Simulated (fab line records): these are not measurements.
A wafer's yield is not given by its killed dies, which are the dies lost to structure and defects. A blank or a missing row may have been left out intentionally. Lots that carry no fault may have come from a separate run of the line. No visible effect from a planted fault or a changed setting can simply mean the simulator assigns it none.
The same fault as seen by 2 desks	flow sky130	what lay behind the numbers comes last; until then each desk has only its own

== THE TOOL OWNER'S DESK: pvdSputter-03 ==
The tool's own readings at SKY_METAL1_SPUTTER_02 (material AlCu, target thk 250 nm, time 13.3 s): means of the sampled wafers that have a number, for each lot that ran on this tool. Any lot whose mean is over 4 standard deviations away from the usual mean is out of limits and marked OUT; that distance is given in the brackets.
Columns: A = chamberPressurePa at SKY_METAL1_SPUTTER_02, usual 0.4000 Pa; B = throttleValvePct at SKY_METAL1_SPUTTER_02, usual 29.6 %
lot	first seen here	A	B
L923	day 32 18:27	0.3996	29.7
L926	day 34 04:18	0.4003	30.4
L930	day 35 00:29	0.3999	29.8
L936	day 36 23:38	0.3988	30.4
This desk's verdict: no lot among the 4 shows anything out of limits.

== FROM THE METROLOGY DESK ==
Means of the sampled wafers that have a number, per lot and without regard to the tool the lot ran on: this is what the gauges read. Any lot whose mean is over 4 standard deviations away from the usual mean is out of limits and marked OUT; that distance is given in the brackets.
Columns: A = cdNm at SKY_CONTACT_CD_MEAS_14, usual 169.3 nm; B = METAL1_ALCU_RS at SKY_METAL1_RS_MEAS_05, usual 0.1268 ohm/sq; C = METAL1_ALCU_THK at SKY_METAL1_THK_MEAS_06, usual 251.7 nm; D = cdNm at SKY_METAL1_CD_MEAS_15, usual 140.2 nm
lot	first seen here	A	B	C	D
L920	day 31 11:44	170.1	0.1264	252.7	142.3
L923	day 32 16:50	166.9	0.1280	249.7	141.0
L926	day 34 02:43	167.7	0.1262	253.5	139.6
L929	day 34 15:16	169.8	0.1273	250.2	139.0
L930	day 34 22:49	169.7	0.1286	250.4	140.4
L934	day 36 13:46	169.5	0.1287	250.2	141.4
L936	day 36 21:59	170.7	0.1427 (+12) OUT	232.0 (-7.6) OUT	139.8
L937	day 37 02:04	168.1	0.1267	250.3	137.8
L939	day 37 22:22	168.8	0.1251	255.2	142.0
L942	day 39 09:07	169.9	0.1274	252.9	141.5
Per this desk, out of limits: L936; the first was L936, day 36 23:44 (METAL1_ALCU_RS at SKY_METAL1_RS_MEAS_05). Within limits: L920, L923, L926, L929, L930, L934, L937, L939, L942.

== PUT TOGETHER ==
At day 36 23:44 the metrology desk could have sounded an alarm, on L936.
Nothing out of limits was seen by the tool owner's desk.
The tool owner's desk has L936 on record, within its limits.
SKY_METAL1_SPUTTER_02 was run on pvdSputter-03 by each of the lots named.

== WHAT THE SIMULATOR HAD INSERTED ==
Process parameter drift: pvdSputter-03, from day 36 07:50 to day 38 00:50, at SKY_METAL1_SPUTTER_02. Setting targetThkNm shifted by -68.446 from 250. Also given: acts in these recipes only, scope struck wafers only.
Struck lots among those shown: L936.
Per desk, hours elapsed from the start of the fault to the first reading out of limits: for the metrology desk, 16.
